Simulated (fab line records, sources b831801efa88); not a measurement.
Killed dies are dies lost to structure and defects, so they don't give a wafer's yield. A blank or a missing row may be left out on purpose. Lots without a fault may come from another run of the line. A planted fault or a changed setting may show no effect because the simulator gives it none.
Split-lot experiment | flow gf180mcu | 5 lots, 23 wafers read, on a route of 602 steps

THE SPLIT
At GF_PASSIVATION_CVD_00 (deposits SiO2 from TEOS, target thk 1000 nm, time 111.95 s), the setting time_s was moved away from the recipe's 111.95 s on 7 of the 23 wafers read, by -12.8% to +10.8%. The other wafers ran this setting at the recipe's value.

FROM THE SPLIT TO THE READING: what the file shows between them, 2 steps
- GF_PASSIVATION_THK_MEAS_01
- GF_PASSIVATION_DEVELOP_10: develop time 60 s (also split here: develop_time_s)

THE READING
oes_product_au, in a.u., at GF_PASSIVATION_ETCH_11 (etches the open film in CF4/O2, stops on TiN, target depth 1800 nm, time 393.4 s). Fault-free wafers of this fab line usually give 0.974 a.u., standard deviation 0.0066 a.u..

wafer  | tool, chamber at the split | time_s as run, s | against the recipe | oes_product_au, a.u. | against lot-mates on the recipe
L074.1 | pecvd-04, 2                | 111.95           | recipe             | 0.973                | -
L074.2 | pecvd-04, 1                | 111.95           | recipe             | 0.970                | -
L074.3 | pecvd-04, 0                | 111.95           | recipe             | 0.974                | -
L078.1 | pecvd-02, 1                | 111.95           | recipe             | 0.966                | -
L078.2 | pecvd-02, 0                | 97.66            | -12.8%             | 0.923                | -0.049
L078.3 | pecvd-02, 2                | 97.66            | -12.8%             | 0.924                | -0.048
L078.4 | pecvd-02, 0,2              | 111.95           | recipe             | 0.975                | -
L078.6 | pecvd-02, 0,2              | 111.95           | recipe             | 0.976                | -
L081.1 | pecvd-04, 2                | 111.95           | recipe             | 0.968                | -
L081.3 | pecvd-04, 1                | 111.95           | recipe             | 0.962                | -
L081.4 | pecvd-04, 0                | 111.95           | recipe             | 0.965                | -
L081.5 | pecvd-04, 2                | 111.95           | recipe             | 0.980                | -
L081.6 | pecvd-04, 1                | 111.95           | recipe             | 0.983                | -
L082.1 | pecvd-03, 0                | 111.95           | recipe             | 0.974                | -
L082.3 | pecvd-03, 1                | 111.95           | recipe             | 0.971                | -
L082.4 | pecvd-03, 1                | 124              | +10.8%             | 0.994                | +0.022
L082.5 | pecvd-03, 0                | 124              | +10.8%             | 0.991                | +0.019
L082.6 | pecvd-03, 2                | 124              | +10.8%             | 0.995                | +0.023
L085.1 | pecvd-04, 1                | 111.95           | recipe             | 0.960                | -
L085.2 | pecvd-04, 0                | 98.29            | -12.2%             | 0.932                | -0.040
L085.3 | pecvd-04, 2                | 111.95           | recipe             | 0.972                | -
L085.4 | pecvd-04, 2                | 98.29            | -12.2%             | 0.933                | -0.039
L085.6 | pecvd-04, 1                | 111.95           | recipe             | 0.985                | -
Where a row lists several chambers, the file gives one row for several wafers and doesn't say which wafer went through which chamber.

THE FIT
A straight line over all 23 wafers: oes_product_au changes by +0.00293 a.u. for each +1% of time_s; r = +0.93; the points scatter about the line by 0.0075 a.u..
The same after taking each lot's own level away (the mean of its wafers on the recipe; 23 wafers): +0.00293 a.u. for each +1%; r = +0.93; scatter 0.0076 a.u..
On that fit, the largest move of time_s shifts the reading by 0.037 a.u..
The lots' own levels span 0.9716 to 0.9725 a.u., that is 0.1 times the standard deviation above.
So the lot-to-lot level changes the slope little: the two slopes agree.
Check: with one of the wafers moved furthest among these (-12.8%) left out of the fit, the line predicts -0.0379 a.u. for it against its lot-mates. It came out at -0.0493 a.u. against them.

OTHER SPLITS ON THESE WAFERS
These wafers also went through other splits before the reading. Each is held against what the fit with the lots' levels taken away leaves over:
other split on the same wafers           | wafers away from the commonest value | r with oes_product_au (lot level and that fit taken away)
GF_PASSIVATION_DEVELOP_10 develop_time_s | 9                                    | -0.30

THE WHOLE CHAIN: every reading that the file lists as answering this split, in the file's order
step                       | what it does                                                                     | reading                                                                            | change (the file's fit)                                                               | r (the file's)
GF_PASSIVATION_CVD_00      | deposits SiO2 from TEOS, target thk 1000 nm, time 111.95 s                       | SiO2_of_PASSIVATION_CVD_00.thk_nm (the simulator's own value, which no gauge read) | +10.5 nm for each +1% of the setting                                                  | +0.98
GF_PASSIVATION_THK_MEAS_01 |                                                                                  | PASSIVATION_CVD_00_THK                                                             | +10.5 for each +1% of the setting                                                     | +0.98
GF_PASSIVATION_ETCH_11     | etches the open film in CF4/O2, stops on TiN, target depth 1800 nm, time 393.4 s | oes_product_au                                                                     | +0.0031 a.u. for each +1% of the setting                                              | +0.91
GF_PASSIVATION_ETCH_11     | etches the open film in CF4/O2, stops on TiN, target depth 1800 nm, time 393.4 s | PASSIVATION.feature_depth_nm (the simulator's own value, which no gauge read)      | +9.12 nm for each +1% of the setting                                                  | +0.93
GF_PASSIVATION_ETCH_11     | etches the open film in CF4/O2, stops on TiN, target depth 1800 nm, time 393.4 s | etch.depth_nm (the simulator's own value, which no gauge read)                     | +12 nm for each +1% of the setting, in a fit together with spin_rpm@TOP_METAL_COAT_09 | 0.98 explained

THE FILE'S OWN FIT
oes_product_au changes by +0.0031 a.u. for each +1% of time_s, r = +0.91.
